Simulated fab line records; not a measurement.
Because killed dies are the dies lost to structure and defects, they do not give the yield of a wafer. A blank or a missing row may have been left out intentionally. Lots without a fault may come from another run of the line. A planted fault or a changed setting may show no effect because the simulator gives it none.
fab line records -- flow gf180mcu
record lots=24, wafers=72, last-day=34
route steps=602 shown M3@414 V3@432 V4@492 M5@535 V5@542 TOP_METAL@571
lots untouched by any fault: they come from a run of this same line in which no faults occurred
start-h: start of the lot's first displayed wafer, in hours after the record's first day -- wait-h: hours elapsed since this lot's preceding step -- " unchanged from the row above -- L1.1+2: a row that stands for several wafers -- - no value, or no start given -- * or withheld: withheld -- < > ~ a bound
route shown NAME@n: names a module that has steps shown in the file, with the first one's number in the route -- usual: mean and standard deviation over wafers with no fault -- same: alike in all rows -- chamber/n: place in a boat -- sites: readings site by site -- _std_site: how widely they spread, as a standard deviation -- _edge_site: mean of outer sites minus mean of inner sites -- radius-mm: for every site, how far away it sits from the centre of the wafer -- mask NAME#n: copy n -- behind: the last tool/chamber to shape the wafer -- hold: the reason the lot was held/the length of the hold in hours/how it ended -- device: the n, p or np transistor that did not switch -- end of line: tests of these same wafers at the route's end -- a step with no rows: only its recipe -- killed: the dies lost at the first sort to structure and to defects; this is not the yield of the wafer -- map: dies across one wafer; x = killed, . = not, _ = none there
set.NAME: the setting the step ran with; set.NAME@STEP: the setting that earlier step ran with -- model.NAME: the simulator's own value behind a step, which no gauge read
one table for each step of the route and one row for each wafer, over a sample of lots
services: from which hour (start-h, from the record's first day; less than 0 if before it) a tool's chamber was out of use, for how many hours, and why
## steps
# step GF_M3_RS_MEAS_05
# recipe thk-meas-gauge=four-point-probe, reads=TiN_of_M3_SPUTTER_04+Ti_of_M3_SPUTTER_03+AlCu_of_M3_SPUTTER_02+TiN_of_M3_SPUTTER_01+Ti_of_M3_SPUTTER_00
# usual M3_ALCU_RS=0.0695/0.00087
lot.wafer,tool,chamber,start-h,wait-h,M3_ALCU_RS[ohm/sq]
L074.2,film-metro-02,-,454.55,0.0,0.0687
L074.4,film-metro-02,-,454.55,0.0,0.0687
L074.6,film-metro-02,-,454.55,0.0,0.0694
L075.2,film-metro-01,-,469.86,0.0,0.0680
L075.3,film-metro-01,-,469.86,0.0,0.0675
L075.6,film-metro-01,-,469.86,0.0,0.0673
L076.1,film-metro-04,-,473.07,0.0,0.0694
L076.2,film-metro-04,-,473.07,0.0,0.0706
L076.5,film-metro-04,-,473.07,0.0,0.0701
L077.1,film-metro-01,-,483.96,0.0,0.0711
L077.4,film-metro-01,-,483.96,0.0,0.0700
L077.6,film-metro-01,-,483.96,0.0,0.0723
L078.3,film-metro-02,-,496.55,0.1,0.0692
L078.4,film-metro-02,-,496.55,0.1,0.0688
L078.6,film-metro-02,-,496.55,0.1,0.0690
L079.3,film-metro-01,-,506.92,0.1,0.0700
L079.5,film-metro-01,-,506.92,0.1,0.0692
L079.6,film-metro-01,-,506.92,0.1,0.0698
L080.3,film-metro-02,-,512.19,0.1,0.0688
L080.4,film-metro-02,-,512.19,0.1,0.0684
L080.6,film-metro-02,-,512.19,0.1,0.0693
L081.2,film-metro-02,-,528.91,0.0,0.0693
L081.5,film-metro-02,-,528.91,0.0,0.0696
L081.6,film-metro-02,-,528.91,0.0,0.0693
L082.1,film-metro-04,-,530.36,0.0,0.0690
L082.2,film-metro-04,-,530.36,0.0,0.0694
L082.5,film-metro-04,-,530.36,0.0,0.0691
L083.2,film-metro-04,-,542.95,0.0,0.0710
L083.3,film-metro-04,-,542.95,0.0,0.0720
L083.4,film-metro-04,-,542.95,0.0,0.0708
L084.1,film-metro-02,-,549.80,0.0,0.0682
L084.3,film-metro-02,-,549.80,0.0,0.0688
L084.5,film-metro-02,-,549.80,0.0,0.0685
L085.1,film-metro-02,-,564.17,0.0,0.0698
L085.2,film-metro-02,-,564.17,0.0,0.0687
L085.5,film-metro-02,-,564.17,0.0,0.0685
L086.3,film-metro-02,-,565.26,0.1,0.0686
L086.4,film-metro-02,-,565.26,0.1,0.0681
L086.5,film-metro-02,-,565.26,0.1,0.0690
L087.1,film-metro-01,-,579.53,0.0,0.0708
L087.3,film-metro-01,-,579.53,0.0,0.0708
L087.5,film-metro-01,-,579.53,0.0,0.0696
L088.1,film-metro-01,-,586.90,0.0,0.0701
L088.4,film-metro-01,-,586.90,0.0,0.0696
L088.6,film-metro-01,-,586.90,0.0,0.0696
L089.1,film-metro-02,-,597.35,0.0,0.0686
L089.5,film-metro-02,-,597.35,0.0,0.0700
L089.6,film-metro-02,-,597.35,0.0,0.0684
L090.2,film-metro-02,-,611.42,0.0,0.0696
L090.3,film-metro-02,-,611.42,0.0,0.0709
L090.5,film-metro-02,-,611.42,0.0,0.0698
L091.2,film-metro-02,-,622.34,0.0,0.0691
L091.4,film-metro-02,-,622.34,0.0,0.0700
L091.6,film-metro-02,-,622.34,0.0,0.0697
L092.2,film-metro-02,-,627.30,0.0,0.0693
L092.4,film-metro-02,-,627.30,0.0,0.0681
L092.6,film-metro-02,-,627.30,0.0,0.0686
L093.3,film-metro-04,-,630.26,0.1,0.0695
L093.4,film-metro-04,-,630.26,0.1,0.0687
L093.6,film-metro-04,-,630.26,0.1,0.0690
L094.2,film-metro-04,-,634.11,0.0,0.0700
L094.4,film-metro-04,-,634.11,0.0,0.0686
L094.5,film-metro-04,-,634.11,0.0,0.0697
L095.1,film-metro-04,-,637.30,0.0,0.0700
L095.2,film-metro-04,-,637.30,0.0,0.0691
L095.3,film-metro-04,-,637.30,0.0,0.0693
L096.4,film-metro-02,-,644.95,0.1,0.0689
L096.5,film-metro-02,-,644.95,0.1,0.0698
L096.6,film-metro-02,-,644.95,0.1,0.0696
L097.1,film-metro-04,-,653.27,0.0,0.0700
L097.3,film-metro-04,-,653.27,0.0,0.0694
L097.5,film-metro-04,-,653.27,0.0,0.0700
# step GF_V3_THK_MEAS_03
# recipe reads=SiO2_of_V3_CVD_02
# usual V3_CVD_02_THK=851/13
lot.wafer,tool,chamber,start-h,wait-h,V3_CVD_02_THK[nm]
L074.2,film-metro-03,-,480.17,0.0,853
L074.4,film-metro-03,-,480.17,0.0,867
L074.6,film-metro-03,-,480.17,0.0,860
L075.2,film-metro-04,-,495.38,0.0,842
L075.3,film-metro-04,-,495.38,0.0,867
L075.6,film-metro-04,-,495.38,0.0,861
L076.1,film-metro-02,-,498.15,0.1,851
L076.2,film-metro-02,-,498.15,0.1,843
L076.5,film-metro-02,-,498.15,0.1,876
L077.1,film-metro-04,-,508.79,0.0,823
L077.4,film-metro-04,-,508.79,0.0,852
L077.6,film-metro-04,-,508.79,0.0,843
L078.3,film-metro-03,-,521.02,0.1,833
L078.4,film-metro-03,-,521.02,0.1,839
L078.6,film-metro-03,-,521.02,0.1,851
L079.3,film-metro-04,-,530.83,0.1,841
L079.5,film-metro-04,-,530.83,0.1,847
L079.6,film-metro-04,-,530.83,0.1,841
L080.3,film-metro-03,-,536.12,0.1,836
L080.4,film-metro-03,-,536.12,0.1,848
L080.6,film-metro-03,-,536.12,0.1,871
L081.2,film-metro-02,-,551.89,0.0,850
L081.5,film-metro-02,-,551.89,0.0,866
L081.6,film-metro-02,-,551.89,0.0,868
L082.1,film-metro-02,-,552.14,0.0,858
L082.2,film-metro-02,-,552.14,0.0,838
L082.5,film-metro-02,-,552.14,0.0,860
L083.2,film-metro-02,-,566.12,0.0,852
L083.3,film-metro-02,-,566.12,0.0,833
L083.4,film-metro-02,-,566.12,0.0,858
L084.1,film-metro-04,-,573.31,0.0,837
L084.3,film-metro-04,-,573.31,0.0,839
L084.5,film-metro-04,-,573.31,0.0,872
L085.1,film-metro-03,-,586.50,0.0,841
L085.2,film-metro-03,-,586.50,0.0,847
L085.5,film-metro-03,-,586.50,0.0,853
L086.3,film-metro-02,-,587.51,0.1,853
L086.4,film-metro-02,-,587.51,0.1,867
L086.5,film-metro-02,-,587.51,0.1,875
L087.1,film-metro-04,-,601.66,0.0,855
L087.3,film-metro-04,-,601.66,0.0,851
L087.5,film-metro-04,-,601.66,0.0,874
L088.1,film-metro-03,-,609.21,0.0,832
L088.4,film-metro-03,-,609.21,0.0,852
L088.6,film-metro-03,-,609.21,0.0,858
L089.1,film-metro-03,-,619.11,0.0,852
L089.5,film-metro-03,-,619.11,0.0,854
L089.6,film-metro-03,-,619.11,0.0,856
L090.2,film-metro-03,-,633.17,0.0,840
L090.3,film-metro-03,-,633.17,0.0,823
L090.5,film-metro-03,-,633.17,0.0,836
L091.2,film-metro-03,-,642.76,0.0,837
L091.4,film-metro-03,-,642.76,0.0,861
L091.6,film-metro-03,-,642.76,0.0,870
L092.2,film-metro-04,-,648.84,0.0,857
L092.4,film-metro-04,-,648.84,0.0,864
L092.6,film-metro-04,-,648.84,0.0,864
L093.3,film-metro-02,-,650.21,0.1,831
L093.4,film-metro-02,-,650.21,0.1,868
L093.6,film-metro-02,-,650.21,0.1,868
L094.2,film-metro-04,-,654.83,0.0,853
L094.4,film-metro-04,-,654.83,0.0,849
L094.5,film-metro-04,-,654.83,0.0,849
L095.1,film-metro-03,-,657.42,0.0,846
L095.2,film-metro-03,-,657.42,0.0,825
L095.3,film-metro-03,-,657.42,0.0,841
L096.4,film-metro-04,-,665.19,0.0,858
L096.5,film-metro-04,-,665.19,0.0,840
L096.6,film-metro-04,-,665.19,0.0,857
L097.1,film-metro-03,-,673.51,0.0,846
L097.3,film-metro-03,-,673.51,0.0,844
L097.5,film-metro-03,-,673.51,0.0,847
# step GF_V4_ETCH_16
# recipe chemistry=N2/H2, target-depth-a=withheld, overetch-a=withheld, time-s=withheld, target=BARC, ion-energy-ev=200, source-w=500, bias-w=100, pressure-mtorr=30, n2-flow-sccm=100, h2-flow-sccm=200
# usual drypump-motor-current-A=5.5/0.4, oes-product-au=0.854/0.0051, throttle-valve-pct=13.224/0.0091
lot.wafer,tool,chamber,start-h,wait-h,drypump-motor-current-A,oes-product-au,throttle-valve-pct
L074.2,rie-diel-02,1,551.67,0.0,5.7,0.845,13.201
L074.4,rie-diel-02,3,551.67,0.0,5.1,0.847,13.197
L074.6,rie-diel-02,0,551.67,0.0,5.0,0.839,13.220
L075.2,rie-diel-02,0,566.82,0.0,5.1,0.860,13.233
L075.3,rie-diel-02,1,566.82,0.0,5.7,0.860,13.237
L075.6,rie-diel-02,0,566.82,0.0,5.1,0.863,13.229
L076.1,rie-diel-02,3,568.95,0.0,5.1,0.857,13.220
L076.2,rie-diel-02,0,568.95,0.0,5.0,0.851,13.221
L076.5,rie-diel-02,1,568.95,0.0,5.7,0.857,13.220
L077.1,rie-diel-02,0,580.57,0.0,5.1,0.854,13.216
L077.4,rie-diel-02,1,580.57,0.0,5.7,0.847,13.222
L077.6,rie-diel-02,2,580.57,0.0,5.5,0.856,13.227
L078.3,rie-diel-01,2,589.92,0.0,6.4,0.852,13.218
L078.4,rie-diel-01,3,589.92,0.0,5.4,0.849,13.223
L078.6,rie-diel-01,1,589.92,0.0,4.9,0.853,13.231
L079.3,rie-diel-01,0,600.12,0.0,5.6,0.855,13.209
L079.5,rie-diel-01,1,600.12,0.0,4.9,0.865,13.226
L079.6,rie-diel-01,2,600.12,0.0,6.4,0.839,13.218
L080.3,rie-diel-01,3,603.95,0.0,5.4,0.862,13.228
L080.4,rie-diel-01,0,603.95,0.0,5.6,0.856,13.215
L080.6,rie-diel-01,1,603.95,0.0,4.9,0.859,13.240
L081.2,rie-diel-02,0,619.12,0.0,5.0,0.844,13.230
L081.5,rie-diel-02,0,619.12,0.0,5.1,0.850,13.227
L081.6,rie-diel-02,3,619.12,0.0,5.1,0.843,13.226
L082.1,rie-diel-04,3,619.72,0.0,5.9,0.853,13.213
L082.2,rie-diel-04,0,619.72,0.0,5.6,0.860,13.224
L082.5,rie-diel-04,0,619.72,0.0,5.6,0.853,13.219
L083.2,rie-diel-01,0,633.60,0.0,5.5,0.862,13.221
L083.3,rie-diel-01,3,633.60,0.0,5.4,0.850,13.224
L083.4,rie-diel-01,2,633.60,0.0,6.3,0.856,13.226
L084.1,rie-diel-01,3,638.50,0.0,5.4,0.853,13.222
L084.3,rie-diel-01,0,638.50,0.0,5.5,0.858,13.227
L084.5,rie-diel-01,2,638.50,0.0,6.3,0.859,13.220
L085.1,rie-diel-04,1,651.37,0.0,6.0,0.855,13.233
L085.2,rie-diel-04,3,651.37,0.0,5.9,0.848,13.230
L085.5,rie-diel-04,2,651.37,0.0,5.4,0.861,13.221
L086.3,rie-diel-04,1,652.05,0.0,6.0,0.856,13.220
L086.4,rie-diel-04,0,652.05,0.0,5.6,0.850,13.222
L086.5,rie-diel-04,1,652.05,0.0,6.0,0.857,13.233
L087.1,rie-diel-01,1,664.42,0.0,4.9,0.858,13.220
L087.3,rie-diel-01,0,664.42,0.0,5.5,0.851,13.229
L087.5,rie-diel-01,1,664.42,0.0,5.0,0.859,13.226
L088.1,rie-diel-04,1,670.45,0.0,5.9,0.865,13.214
L088.4,rie-diel-04,0,670.45,0.0,5.6,0.851,13.227
L088.6,rie-diel-04,2,670.45,0.0,5.4,0.854,13.240
L089.1,rie-diel-01,2,681.42,0.0,6.3,0.862,13.245
L089.5,rie-diel-01,1,681.42,0.0,4.9,0.851,13.218
L089.6,rie-diel-01,2,681.42,0.0,6.3,0.849,13.237
L090.2,rie-diel-02,3,694.02,0.0,5.1,0.854,13.204
L090.3,rie-diel-02,2,694.02,0.0,5.5,0.850,13.216
L090.5,rie-diel-02,0,694.02,0.0,5.1,0.855,13.229
L091.2,rie-diel-04,1,703.14,0.0,6.0,0.851,13.234
L091.4,rie-diel-04,3,703.14,0.0,5.9,0.851,13.208
L091.6,rie-diel-04,2,703.14,0.0,5.4,0.847,13.223
L092.2,rie-diel-02,2,708.22,0.0,5.5,0.857,13.223
L092.4,rie-diel-02,1,708.22,0.0,5.7,0.854,13.208
L092.6,rie-diel-02,0,708.22,0.0,5.0,0.850,13.241
L093.3,rie-diel-04,1,710.72,0.0,6.0,0.852,13.220
L093.4,rie-diel-04,3,710.72,0.0,5.9,0.855,13.226
L093.6,rie-diel-04,2,710.72,0.0,5.4,0.849,13.217
L094.2,rie-diel-02,0,713.52,0.0,5.1,0.860,13.230
L094.4,rie-diel-02,2,713.52,0.0,5.5,0.854,13.214
L094.5,rie-diel-02,1,713.52,0.0,5.7,0.857,13.232
L095.1,rie-diel-02,2,716.44,0.0,5.5,0.855,13.226
L095.2,rie-diel-02,0,716.44,0.0,5.1,0.856,13.213
L095.3,rie-diel-02,3,716.44,0.0,5.1,0.863,13.217
L096.4,rie-diel-04,2,722.82,0.0,5.4,0.856,13.230
L096.5,rie-diel-04,3,722.82,0.0,5.9,0.861,13.217
L096.6,rie-diel-04,0,722.82,0.0,5.6,0.851,13.224
L097.1,rie-diel-02,2,731.99,0.0,5.5,0.860,13.230
L097.3,rie-diel-02,1,731.99,0.0,5.7,0.859,13.238
L097.5,rie-diel-02,2,731.99,0.0,5.5,0.855,13.210
# step GF_M5_ETCH_09
# recipe chemistry=CF4/O2, target=Si3N4, target-depth-nm=52, source-w=800, bias-w=150, pressure-mtorr=150, cf4-flow-sccm=80, O2_flow_sccm=10, time-s=11.6
# usual drypump-motor-current-A=5.8/0.43, oes-product-au=1.003/0.0095, throttle-valve-pct=5.971/0.0094
lot.wafer,tool,chamber,start-h,wait-h,drypump-motor-current-A,oes-product-au,rf-hours-counter-h,throttle-valve-pct
L074.2,rie-diel-04,3,596.50,0.0,5.9,1.006,8,5.958
L074.4,rie-diel-04,1,596.50,0.0,6.0,1.005,-,5.955
L074.6,rie-diel-04,2,596.50,0.0,5.4,1.006,-,5.977
L075.2,rie-diel-04,3,610.90,0.0,5.9,0.999,9,5.954
L075.3,rie-diel-04,2,610.90,0.0,5.4,1.011,22,5.983
L075.6,rie-diel-04,1,610.90,0.0,6.0,1.003,-,5.968
L076.1,rie-diel-03,1,613.70,0.0,6.6,0.997,3,5.975
L076.2,rie-diel-03,0,613.70,0.0,5.7,1.015,12,5.966
L076.5,rie-diel-03,1,613.70,0.0,6.6,0.997,-,5.966
L077.1,rie-diel-03,2,624.70,0.0,5.8,0.996,9,5.982
L077.4,rie-diel-03,3,624.70,0.0,5.4,1.011,42,5.973
L077.6,rie-diel-03,0,624.70,0.0,5.6,1.019,-,5.969
L078.3,rie-diel-04,2,633.55,0.0,5.4,1.019,23,5.964
L078.4,rie-diel-04,0,633.55,0.0,5.6,1.013,1,5.982
L078.6,rie-diel-04,1,633.55,0.0,6.0,1.019,-,5.990
L079.3,rie-diel-01,3,642.80,0.0,5.4,0.992,22,5.980
L079.5,rie-diel-01,1,642.80,0.0,4.9,0.994,-,5.951
L079.6,rie-diel-01,0,642.80,0.0,5.5,0.994,-,5.988
L080.3,rie-diel-03,2,647.35,0.0,5.8,0.999,10,5.960
L080.4,rie-diel-03,3,647.35,0.0,5.4,1.000,42,5.967
L080.6,rie-diel-03,1,647.35,0.0,6.5,0.996,-,5.968
L081.2,rie-diel-03,0,660.65,0.0,5.6,1.004,14,5.967
L081.5,rie-diel-03,3,660.65,0.0,5.4,0.998,-,5.971
L081.6,rie-diel-03,0,660.65,0.0,5.6,0.999,-,5.984
L082.1,rie-diel-01,2,661.55,0.0,6.3,0.994,44,5.965
L082.2,rie-diel-01,0,661.55,0.0,5.5,1.015,40,5.967
L082.5,rie-diel-01,0,661.55,0.0,5.5,1.013,-,5.986
L083.2,rie-diel-01,0,674.40,0.0,5.5,1.011,40,5.974
L083.3,rie-diel-01,3,674.40,0.0,5.4,1.004,24,5.965
L083.4,rie-diel-01,1,674.40,0.0,4.9,0.982,48,5.966
L084.1,rie-diel-01,1,678.65,0.0,5.0,0.980,48,5.965
L084.3,rie-diel-01,2,678.65,0.0,6.3,0.993,45,5.967
L084.5,rie-diel-01,0,678.65,0.0,5.5,1.007,-,5.973
L085.1,rie-diel-04,2,691.80,0.0,5.4,1.009,25,5.965
L085.2,rie-diel-04,3,691.80,0.0,5.9,1.000,12,5.962
L085.5,rie-diel-04,1,691.80,0.0,6.0,1.016,-,5.981
L086.3,rie-diel-01,3,692.24,0.0,5.4,1.003,25,5.979
L086.4,rie-diel-01,0,692.24,0.0,5.5,1.007,41,5.989
L086.5,rie-diel-01,3,692.24,0.0,5.4,1.009,-,5.980
L087.1,rie-diel-03,1,703.49,0.0,6.5,0.991,7,5.961
L087.3,rie-diel-03,0,703.49,0.0,5.6,1.015,16,5.972
L087.5,rie-diel-03,0,703.49,0.0,5.6,1.008,-,5.963
L088.1,rie-diel-03,0,710.09,0.0,5.6,1.008,16,5.964
L088.4,rie-diel-03,1,710.09,0.0,6.5,0.994,7,5.975
L088.6,rie-diel-03,1,710.09,0.0,6.5,1.001,-,5.947
L089.1,rie-diel-04,0,718.97,0.0,5.6,0.996,3,5.972
L089.5,rie-diel-04,0,718.97,0.0,5.6,0.993,-,5.972
L089.6,rie-diel-04,1,718.97,0.0,6.0,1.010,-,5.969
L090.2,rie-diel-04,3,732.22,0.0,5.9,1.003,14,5.967
L090.3,rie-diel-04,2,732.22,0.0,5.4,1.007,27,5.988
L090.5,rie-diel-04,2,732.22,0.0,5.4,1.005,-,5.969
L091.2,rie-diel-01,2,739.45,0.0,6.4,0.986,48,5.982
L091.4,rie-diel-01,1,739.45,0.0,4.9,0.990,51,5.972
L091.6,rie-diel-01,2,739.45,0.0,6.3,0.988,-,5.962
L092.2,rie-diel-01,3,744.80,0.0,5.4,0.995,27,5.956
L092.4,rie-diel-01,3,744.80,0.0,5.4,1.001,-,5.958
L092.6,rie-diel-01,0,744.80,0.0,5.6,1.012,-,5.963
L093.3,rie-diel-04,1,746.69,0.0,5.9,1.017,48,5.987
L093.4,rie-diel-04,1,746.69,0.0,5.9,1.012,-,5.996
L093.6,rie-diel-04,0,746.69,0.0,5.6,1.008,-,5.976
L094.2,rie-diel-03,3,749.69,0.0,5.4,1.010,47,5.965
L094.4,rie-diel-03,2,749.69,0.0,5.8,0.999,14,5.981
L094.5,rie-diel-03,1,749.69,0.0,6.5,1.006,-,5.956
L095.1,rie-diel-01,0,753.27,0.0,5.5,1.006,43,5.978
L095.2,rie-diel-01,2,753.27,0.0,6.4,0.991,49,5.970
L095.3,rie-diel-01,3,753.27,0.0,5.4,0.996,27,5.959
L096.4,rie-diel-03,0,758.67,0.0,5.6,1.013,18,5.951
L096.5,rie-diel-03,1,758.67,0.0,6.5,0.995,-,5.967
L096.6,rie-diel-03,0,758.67,0.0,5.6,1.002,-,5.973
L097.1,rie-diel-03,0,767.35,0.0,5.7,1.017,19,5.985
L097.3,rie-diel-03,3,767.35,0.0,5.4,1.014,48,5.962
L097.5,rie-diel-03,1,767.35,0.0,6.5,1.001,-,5.962
# step GF_V5_CVD_02
# recipe material=SiO2, target-thk-nm=1450, precursor=TEOS, temp-c=400, time-s=163.28, rf-w=600
# usual heater-power-w=665/82, susceptor-temp-C=400.00/0.23
lot.wafer,tool,chamber,start-h,wait-h,heater-power-w,susceptor-temp-C
L074.2,pecvd-02,2,597.29,0.0,749,400.11
L074.4,pecvd-02,0,597.29,0.0,699,400.18
L074.6,pecvd-02,1,597.29,0.0,581,399.91
L075.2,pecvd-02,2,611.70,0.0,714,400.10
L075.3,pecvd-02,0,611.70,0.0,712,399.74
L075.6,pecvd-02,2,611.70,0.0,580,399.89
L076.1,pecvd-03,0,614.49,0.1,773,400.19
L076.2,pecvd-03,1,614.49,0.1,659,399.81
L076.5,pecvd-03,0,614.49,0.1,838,399.86
L077.1,pecvd-03,0,625.49,0.1,787,399.68
L077.4,pecvd-03,2,625.49,0.1,707,400.25
L077.6,pecvd-03,1,625.49,0.1,554,399.98
L078.3,pecvd-01,0,634.34,0.0,683,399.83
L078.4,pecvd-01,1,634.34,0.0,579,399.93
L078.6,pecvd-01,2,634.34,0.0,606,399.98
L079.3,pecvd-01,2,643.62,0.0,729,399.51
L079.5,pecvd-01,1,643.62,0.0,695,399.98
L079.6,pecvd-01,2,643.62,0.0,609,399.51
L080.3,pecvd-03,0,648.17,0.0,685,399.97
L080.4,pecvd-03,2,648.17,0.0,702,400.69
L080.6,pecvd-03,1,648.17,0.0,554,400.03
L081.2,pecvd-03,2,661.47,0.0,724,400.06
L081.5,pecvd-03,0,661.47,0.0,671,399.91
L081.6,pecvd-03,1,661.47,0.0,662,399.53
L082.1,pecvd-03,2,662.50,0.1,625,399.67
L082.2,pecvd-03,0,662.50,0.1,728,399.86
L082.5,pecvd-03,0,662.50,0.1,816,399.80
L083.2,pecvd-03,1,675.26,0.0,657,400.35
L083.3,pecvd-03,2,675.26,0.0,668,399.87
L083.4,pecvd-03,2,675.26,0.0,729,399.92
L084.1,pecvd-01,0,679.60,0.1,745,399.77
L084.3,pecvd-01,0,679.60,0.1,581,400.08
L084.5,pecvd-01,2,679.60,0.1,705,399.89
L085.1,pecvd-03,1,692.59,0.1,691,399.97
L085.2,pecvd-03,2,692.59,0.1,726,400.11
L085.5,pecvd-03,2,692.59,0.1,591,400.07
L086.3,pecvd-02,2,693.05,0.0,620,399.93
L086.4,pecvd-02,1,693.05,0.0,470,400.02
L086.5,pecvd-02,2,693.05,0.0,715,399.73
L087.1,pecvd-01,2,704.33,0.1,674,399.79
L087.3,pecvd-01,0,704.33,0.1,673,400.12
L087.5,pecvd-01,2,704.33,0.1,740,399.68
L088.1,pecvd-01,2,710.92,0.1,721,400.01
L088.4,pecvd-01,1,710.92,0.1,570,400.15
L088.6,pecvd-01,0,710.92,0.1,718,400.43
L089.1,pecvd-02,2,719.78,0.1,629,400.06
L089.5,pecvd-02,2,719.78,0.1,708,399.73
L089.6,pecvd-02,0,719.78,0.1,584,399.88
L090.2,pecvd-03,1,733.11,0.0,646,399.57
L090.3,pecvd-03,2,733.11,0.0,685,400.46
L090.5,pecvd-03,1,733.11,0.0,681,400.21
L091.2,pecvd-03,1,740.24,0.0,558,400.03
L091.4,pecvd-03,1,740.24,0.0,629,399.85
L091.6,pecvd-03,0,740.24,0.0,689,400.16
L092.2,pecvd-02,2,745.59,0.0,644,400.02
L092.4,pecvd-02,2,745.59,0.0,704,399.69
L092.6,pecvd-02,1,745.59,0.0,592,400.44
L093.3,pecvd-02,0,747.48,0.0,627,399.95
L093.4,pecvd-02,0,747.48,0.0,691,400.25
L093.6,pecvd-02,1,747.48,0.0,462,400.12
L094.2,pecvd-01,1,750.76,0.0,632,400.14
L094.4,pecvd-01,0,750.76,0.0,589,399.71
L094.5,pecvd-01,2,750.76,0.0,723,399.95
L095.1,pecvd-03,0,754.09,0.1,833,400.22
L095.2,pecvd-03,2,754.09,0.1,661,399.99
L095.3,pecvd-03,1,754.09,0.1,688,400.01
L096.4,pecvd-01,0,759.53,0.1,749,399.67
L096.5,pecvd-01,2,759.53,0.1,779,400.34
L096.6,pecvd-01,1,759.53,0.1,572,400.55
L097.1,pecvd-02,1,768.39,0.1,496,400.10
L097.3,pecvd-02,2,768.39,0.1,640,399.82
L097.5,pecvd-02,2,768.39,0.1,698,399.90
# step GF_TOP_METAL_SPUTTER_04
# recipe material=TiN, target-thk-nm=25, power-w=6500, time-s=20.8, chamber-pressure-pa=0.4
# usual throttle-valve-pct=29.3/0.98
lot.wafer,tool,chamber,start-h,wait-h,throttle-valve-pct
L074.2,pvd-sputter-04,-,620.34,0.0,31.4
L074.4,pvd-sputter-04,-,620.34,0.0,28.5
L074.6,pvd-sputter-04,-,620.34,0.0,27.9
L075.2,pvd-sputter-02,-,634.37,0.0,27.6
L075.3,pvd-sputter-02,-,634.37,0.0,29.4
L075.6,pvd-sputter-02,-,634.37,0.0,29.2
L076.1,pvd-sputter-02,-,636.97,0.0,27.7
L076.2,pvd-sputter-02,-,636.97,0.0,29.5
L076.5,pvd-sputter-02,-,636.97,0.0,29.1
L077.1,pvd-sputter-02,-,647.64,0.0,29.3
L077.4,pvd-sputter-02,-,647.64,0.0,29.9
L077.6,pvd-sputter-02,-,647.64,0.0,29.5
L078.3,pvd-sputter-04,-,656.30,0.0,28.5
L078.4,pvd-sputter-04,-,656.30,0.0,28.6
L078.6,pvd-sputter-04,-,656.30,0.0,31.4
L079.3,pvd-sputter-02,-,665.59,0.0,29.2
L079.5,pvd-sputter-02,-,665.59,0.0,29.3
L079.6,pvd-sputter-02,-,665.59,0.0,29.2
L080.3,pvd-sputter-02,-,669.82,0.0,29.9
L080.4,pvd-sputter-02,-,669.82,0.0,29.1
L080.6,pvd-sputter-02,-,669.82,0.0,29.4
L081.2,pvd-sputter-03,-,683.34,0.0,30.2
L081.5,pvd-sputter-03,-,683.34,0.0,30.3
L081.6,pvd-sputter-03,-,683.34,0.0,30.2
L082.1,pvd-sputter-02,-,684.34,0.0,27.8
L082.2,pvd-sputter-02,-,684.34,0.0,29.6
L082.5,pvd-sputter-02,-,684.34,0.0,29.2
L083.2,pvd-sputter-02,-,696.13,0.0,29.8
L083.3,pvd-sputter-02,-,696.13,0.0,28.9
L083.4,pvd-sputter-02,-,696.13,0.0,27.8
L084.1,pvd-sputter-04,-,700.02,0.0,28.4
L084.3,pvd-sputter-04,-,700.02,0.0,28.8
L084.5,pvd-sputter-04,-,700.02,0.0,28.6
L085.1,pvd-sputter-03,-,712.96,0.0,30.6
L085.2,pvd-sputter-03,-,712.96,0.0,30.2
L085.5,pvd-sputter-03,-,712.96,0.0,30.2
L086.3,pvd-sputter-02,-,713.32,0.0,29.4
L086.4,pvd-sputter-02,-,713.32,0.0,29.4
L086.5,pvd-sputter-02,-,713.32,0.0,29.3
L087.1,pvd-sputter-04,-,723.64,0.0,28.4
L087.3,pvd-sputter-04,-,723.64,0.0,31.0
L087.5,pvd-sputter-04,-,723.64,0.0,28.0
L088.1,pvd-sputter-04,-,730.64,0.0,28.8
L088.4,pvd-sputter-04,-,730.64,0.0,28.4
L088.6,pvd-sputter-04,-,730.64,0.0,28.6
L089.1,pvd-sputter-02,-,739.09,0.0,28.2
L089.5,pvd-sputter-02,-,739.09,0.0,29.4
L089.6,pvd-sputter-02,-,739.09,0.0,27.8
L090.2,pvd-sputter-02,-,752.35,0.0,28.0
L090.3,pvd-sputter-02,-,752.35,0.0,30.2
L090.5,pvd-sputter-02,-,752.35,0.0,27.7
L091.2,pvd-sputter-02,-,759.36,0.0,30.0
L091.4,pvd-sputter-02,-,759.36,0.0,29.0
L091.6,pvd-sputter-02,-,759.36,0.0,29.2
L092.2,pvd-sputter-03,-,764.14,0.0,30.4
L092.4,pvd-sputter-03,-,764.14,0.0,30.2
L092.6,pvd-sputter-03,-,764.14,0.0,30.6
L093.3,pvd-sputter-02,-,766.48,0.0,29.8
L093.4,pvd-sputter-02,-,766.48,0.0,28.0
L093.6,pvd-sputter-02,-,766.48,0.0,27.8
L094.2,pvd-sputter-03,-,769.09,0.0,29.9
L094.4,pvd-sputter-03,-,769.09,0.0,30.4
L094.5,pvd-sputter-03,-,769.09,0.0,30.2
L095.1,pvd-sputter-04,-,775.43,0.0,28.6
L095.2,pvd-sputter-04,-,775.43,0.0,28.0
L095.3,pvd-sputter-04,-,775.43,0.0,30.9
L096.4,pvd-sputter-02,-,777.69,0.0,27.9
L096.5,pvd-sputter-02,-,777.69,0.0,30.1
L096.6,pvd-sputter-02,-,777.69,0.0,29.8
L097.1,pvd-sputter-02,-,785.45,0.0,29.2
L097.3,pvd-sputter-02,-,785.45,0.0,29.1
L097.5,pvd-sputter-02,-,785.45,0.0,30.3
## services
tool,chamber,start-h,hours,kind
pecvd-02,-,539.04,0.5,repair
pvd-sputter-04,-,552.83,0.6,repair
rie-diel-03,1,558.97,12.3,repair
rie-diel-01,-,566.21,4.0,pm
rie-diel-04,0,577.12,8.7,repair
pecvd-03,-,591.12,14.0,pm
rie-diel-03,-,617.61,1.0,repair
rie-diel-02,-,622.33,2.8,pm
pecvd-01,-,639.71,3.3,repair
pecvd-03,-,641.10,5.5,pm
pecvd-03,0,649.48,4.6,repair
pecvd-03,1,650.11,10.9,repair
pvd-sputter-02,-,666.11,0.9,repair
pecvd-01,-,669.72,1.5,repair
pecvd-01,1,679.03,3.0,repair
rie-diel-02,3,683.92,1.5,repair
rie-diel-04,0,688.38,27.7,repair
pvd-sputter-02,-,697.17,0.5,repair
rie-diel-02,-,704.28,1.2,repair
rie-diel-01,0,708.66,14.3,repair
pecvd-02,-,715.86,2.8,pm
rie-diel-04,2,736.81,10.2,repair
pvd-sputter-02,-,744.08,6.6,repair
rie-diel-01,-,773.38,14.6,pm
## key
fault none
